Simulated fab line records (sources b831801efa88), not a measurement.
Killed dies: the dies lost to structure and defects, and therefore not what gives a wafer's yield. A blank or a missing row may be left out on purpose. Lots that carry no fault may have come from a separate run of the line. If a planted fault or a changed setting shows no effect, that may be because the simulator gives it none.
Which tool did it? || flow sky130 || at 1 step of a route of 708, 6 lots with 18 wafers sampled

## WHAT THE GAUGES READ, wafer by wafer
SKY_VIA1_CD_MEAS_12 targets a cd of 150 nm.
{"lot": "L696", "measured": "day 35 18:04", "on": "cd_sem-01", "cd_nm (nm)": "151.8 152.7 152.2"}
{"lot": "L702", "measured": "day 37 05:15", "on": "cd_sem-01", "cd_nm (nm)": "149.7 149.3 152.1"}
{"lot": "L704", "measured": "day 37 12:10", "on": "cd_sem-01", "cd_nm (nm)": "152.3 152.7 153.0"}
{"lot": "L708", "measured": "day 38 23:10", "on": "cd_sem-01", "cd_nm (nm)": "147.5 147.3 146.7"}
{"lot": "L709", "measured": "day 39 20:34", "on": "cd_sem-01", "cd_nm (nm)": "148.9 148.7 148.7"}
{"lot": "L715", "measured": "day 40 19:58", "on": "cd_sem-01", "cd_nm (nm)": "149.7 150.1 150.8"}

## EACH LOT AND THE TOOL THAT RAN IT (in order: tool; ch and the chambers of the sampled wafers; start)
The record shows no process step preceding these readings.

## THE ANSWER, worked out from the rows above alone
Rule: usual is defined by the lots themselves. The widest of any qualifying gaps counts: lots, ordered by their means at a reading, are off when they make up no more than a third of the lots, leave a main group of 4 or more, and stand apart from it by 3 or more times the standard deviation of that group's means. Not used: any main group whose means are identical at the precision the tables above print for the reading. Also off: a lot with no number at a reading for which 4 or more lots have one. Where the step has rows for the other lots, those lots are counted as sound.
Across all readings shown, no lot is off: no conclusion can be drawn from this.

## WHAT THE SIMULATOR HAD INSERTED
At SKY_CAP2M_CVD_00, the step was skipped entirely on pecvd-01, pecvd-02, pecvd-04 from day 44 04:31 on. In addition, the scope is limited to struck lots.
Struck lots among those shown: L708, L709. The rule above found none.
